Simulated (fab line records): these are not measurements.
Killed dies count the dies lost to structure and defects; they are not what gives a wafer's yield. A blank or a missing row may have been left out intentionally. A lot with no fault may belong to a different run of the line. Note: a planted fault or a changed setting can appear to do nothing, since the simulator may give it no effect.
Matching of chambers + flow gf180mcu + 3 sister chambers for GF_V4_CVD_00 on hdpcvd-02
The step deposits SiO2, target thk 600 nm, time 100 s. 3 wafers are shown with their chamber, then 8 later ones without.

WAFERS WITH THEIR CHAMBER
| wafer  | chamber | sih4 flow sccm (sccm) |
|--------|---------|-----------------------|
| L236.2 | 2       | 59.84                 |
| L239.1 | 0       | 59.90                 |
| L248.1 | 1       | 59.87                 |

WAFERS WITH NO CHAMBER GIVEN
| wafer  | sih4 flow sccm (sccm) |
|--------|-----------------------|
| L248.2 | 60.21                 |
| L248.6 | 60.23                 |
| L250.3 | 60.40                 |
| L250.5 | 59.69                 |
| L250.6 | 60.11                 |
| L251.1 | 60.13                 |
| L251.4 | 60.00                 |
| L251.5 | 60.31                 |

THE CHAMBER EACH PASSED THROUGH
| wafer  | from the rows above          | in truth |
|--------|------------------------------|----------|
| L248.2 | can't be placed: 0 or 1 or 2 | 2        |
| L248.6 | can't be placed: 0 or 1 or 2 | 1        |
| L250.3 | can't be placed: 0 or 1 or 2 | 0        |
| L250.5 | can't be placed: 2 or 1 or 0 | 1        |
| L250.6 | can't be placed: 0 or 1 or 2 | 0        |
| L251.1 | can't be placed: 0 or 1 or 2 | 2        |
| L251.4 | can't be placed: 0 or 1 or 2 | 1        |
| L251.5 | can't be placed: 0 or 1 or 2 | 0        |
Correct placement for 0 of the 8. Can't be placed from these rows: 8 (the true chamber is among the candidates in 8). 0 placed wrongly.
How it was worked out, from the rows above alone: a wafer's distance from a chamber is the root of the sum, over the readings, of the square of ((its reading less the chamber's mean) divided by the reading's scatter). The wafer belongs to the nearest chamber; if the next one is less than 2 further off, it can't be placed. For every chamber, the mean is computed from those of its wafers that are shown. The scatter (one wafer shown for each chamber): square how far every hidden wafer sits from the nearest shown wafer, average those squares and take the square root.
